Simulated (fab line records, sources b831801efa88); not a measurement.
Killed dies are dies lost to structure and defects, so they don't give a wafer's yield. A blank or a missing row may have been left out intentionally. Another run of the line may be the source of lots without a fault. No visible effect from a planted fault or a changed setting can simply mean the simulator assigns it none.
2 desks looking at one fault | flow sky130 | only its own numbers are on each desk; what lay behind them is given at the end

AT THE METROLOGY DESK
What the gauges read for every lot (on any tool): the sampled wafers with a number, averaged. The brackets show how far a lot's mean lies from the usual mean; more than 4 standard deviations puts the lot out of limits, marked OUT.
Columns: A = VIA1_BOW at SKY_VIA1_BOW_MEAS_03, usual 82 um
lot  | first seen here | A
L371 | day 32 15:11    | 90
L372 | day 32 19:31    | 77
L373 | day 33 09:14    | 85
L374 | day 33 16:23    | 79
L375 | day 34 10:06    | 78
L376 | day 34 23:10    | 77
L379 | day 35 11:25    | 82
L382 | day 36 06:33    | 81
L383 | day 36 14:59    | 83
L386 | day 38 00:59    | 80
L387 | day 38 05:52    | 72
L392 | day 39 07:23    | 87
This desk's finding: nothing out of limits on any of the 12 lots.

THE TOOL OWNER'S DESK: rie-diel-02
The tool's own readings at SKY_VIA1_ETCH_15 (etches SiO2 in C4F8/O2/Ar, stops on TiN, target depth 351 nm, time 54 s): means of the sampled wafers that have a number, for each lot that ran on this tool. The brackets show how far a lot's mean lies from the usual mean; more than 4 standard deviations puts the lot out of limits, marked OUT.
Columns: A = oes-product-au at SKY_VIA1_ETCH_15, usual 0.979 a.u.; B = run-length-s at SKY_VIA1_ETCH_15, usual 82.4 s
lot  | first seen here | A     | B
L372 | day 33 22:18    | 0.976 | 82.3
L376 | day 36 02:23    | 0.975 | 82.4
L379 | day 36 13:45    | 0.982 | 82.5
L382 | day 37 08:09    | 0.977 | 83.0
L383 | day 37 16:52    | 0.976 | 82.9
This desk's finding: nothing out of limits on any of the 5 lots.

TAKEN TOGETHER
At the metrology desk, nothing out of limits was observed.
The desk of the tool owner found nothing out of limits.

WHAT WAS PUT IN BY THE SIMULATOR
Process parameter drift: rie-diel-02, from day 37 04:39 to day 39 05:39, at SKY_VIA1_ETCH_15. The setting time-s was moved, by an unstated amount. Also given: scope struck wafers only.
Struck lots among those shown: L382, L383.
